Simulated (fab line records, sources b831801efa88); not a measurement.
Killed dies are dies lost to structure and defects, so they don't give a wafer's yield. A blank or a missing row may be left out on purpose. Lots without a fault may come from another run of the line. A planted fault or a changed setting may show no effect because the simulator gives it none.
Tool commonality check | flow gf180mcu | 12 lots, 36 wafers sampled

WHY IT WAS OPENED
At GF_HV_LDD_TW_MEAS_38 the reading HV_LDD_3_TW is flagged on 2 of 12 lots. Wafers without a fault read 1429, standard deviation 11.
Rule: a lot is flagged when every wafer of it that has a number lies more than 4 standard deviations from that mean, or none has a number. The other lots count as sound.

lot  | measured     | on            | HV_LDD_3_TW, wafer by wafer | flag
L779 | day 11 14:24 | film_metro-02 | 1434 1425 1425              |
L781 | day 12 02:16 | film_metro-02 | 1425 1431 1425              |
L783 | day 12 22:29 | film_metro-03 | 1448 1449 1441              |
L784 | day 13 04:41 | film_metro-03 | 1444 1439 1439              |
L786 | day 13 20:59 | film_metro-03 | 1447 1447 1443              |
L787 | day 14 10:53 | film_metro-04 | 1426 1419 1425              |
L793 | day 16 08:43 | film_metro-04 | 1508 1500 1501              | FLAGGED
L795 | day 16 19:32 | film_metro-04 | 1511 1499 1498              | FLAGGED
L796 | day 17 06:02 | film_metro-04 | 1425 1434 1434              |
L800 | day 18 12:29 | film_metro-02 | 1416 1425 1422              |
L801 | day 18 21:04 | film_metro-02 | 1422 1418 1416              |
L802 | day 19 02:26 | film_metro-04 | 1431 1418 1437              |
The numbers of the flagged lots are 1503 on average: +74 against the usual, or +7 standard deviations.

WHICH TOOL RAN EACH LOT
The record holds 2 process steps before the reading, out of a route of 602 steps. In each cell: the tool, then ch and the chambers that the sampled wafers went through, then the start.
lot  | flag    | GF_HV_LDD_STRIP_10                   | GF_HV_LDD_IMPLANT_34
L779 |         | plasma_asher-02 ch 0,1, day 10 00:37 | implanter-03 ch 0, day 11 13:53
L781 |         | plasma_asher-04 ch 0,1, day 10 13:03 | implanter-01 ch 0, day 12 01:43
L783 |         | plasma_asher-02 ch 0,1, day 11 08:02 | implanter-01 ch 0, day 12 21:56
L784 |         | plasma_asher-04 ch 0,1, day 11 13:02 | implanter-02 ch 0, day 13 04:08
L786 |         | plasma_asher-04 ch 0,1, day 12 05:02 | implanter-01 ch 0, day 13 20:26
L787 |         | plasma_asher-04 ch 0, day 12 17:35   | implanter-01 ch 0, day 14 10:22
L793 | FLAGGED | plasma_asher-04 ch 0,1, day 14 12:32 | implanter-01 ch 0, day 16 08:10
L795 | FLAGGED | plasma_asher-04 ch 0,1, day 14 23:05 | implanter-01 ch 0, day 16 19:00
L796 |         | plasma_asher-03 ch 0,1, day 15 08:23 | implanter-03 ch 0, day 17 05:29
L800 |         | plasma_asher-04 ch 0,1, day 16 12:14 | implanter-02 ch 0, day 18 11:58
L801 |         | plasma_asher-03 ch 0,1, day 16 21:34 | implanter-03 ch 0, day 18 20:33
L802 |         | plasma_asher-04 ch 0,1, day 17 02:58 | implanter-02 ch 0, day 19 01:53
What these steps do:
- GF_HV_LDD_STRIP_10: strips in O2/N2.
- GF_HV_LDD_IMPLANT_34
- GF_HV_LDD_TW_MEAS_38

FLAGGED OVER TOTAL, TOOL BY TOOL (the gauges that took the reading come last)
step                 | tool            | lots run | flagged | share of the flagged lots | sound lots run after its first flagged lot
GF_HV_LDD_STRIP_10   | plasma_asher-02 | 2        | 0       | none                      | -
GF_HV_LDD_STRIP_10   | plasma_asher-03 | 2        | 0       | none                      | -
GF_HV_LDD_STRIP_10   | plasma_asher-04 | 8        | 2       | all                       | 2 (L800,L802)
GF_HV_LDD_IMPLANT_34 | implanter-01    | 6        | 2       | all                       | 0
GF_HV_LDD_IMPLANT_34 | implanter-02    | 3        | 0       | none                      | -
GF_HV_LDD_IMPLANT_34 | implanter-03    | 3        | 0       | none                      | -
GF_HV_LDD_TW_MEAS_38 | film_metro-02   | 4        | 0       | none                      | -
GF_HV_LDD_TW_MEAS_38 | film_metro-03   | 3        | 0       | none                      | -
GF_HV_LDD_TW_MEAS_38 | film_metro-04   | 5        | 2       | all                       | 2 (L796,L802)

WHAT THE TABLE ALLOWS
3 rows of the table ran every flagged lot: plasma_asher-04 at GF_HV_LDD_STRIP_10, implanter-01 at GF_HV_LDD_IMPLANT_34, film_metro-04 at GF_HV_LDD_TW_MEAS_38.
- plasma_asher-04 at GF_HV_LDD_STRIP_10: 2 of its 8 lots flagged. Sound lots ran on it after the first flagged one (L800, L802), which a lasting fault on the whole tool wouldn't allow.
- implanter-01 at GF_HV_LDD_IMPLANT_34: 2 of its 6 lots flagged. Its last sound lot is L787 (day 14 10:22), its first flagged lot L793 (day 16 08:10): a fault that began between those two fits. Its own readings lie more than 4 standard deviations out on every wafer of the flagged lots: dose_ions_cm2, faraday_current_uA.
- film_metro-04 at GF_HV_LDD_TW_MEAS_38: 2 of its 5 lots flagged. Sound lots ran on it after the first flagged one (L796, L802), which a lasting fault on the whole tool wouldn't allow.
One tool is left: implanter-01 at GF_HV_LDD_IMPLANT_34.

WHAT THE SIMULATOR HAD PUT IN
Process parameter drift: implanter-01, from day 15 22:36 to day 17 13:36, at GF_HV_LDD_IMPLANT_34. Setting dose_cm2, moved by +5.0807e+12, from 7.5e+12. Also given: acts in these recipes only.
Lots struck among those shown: L793, L795. The rule above found the same.
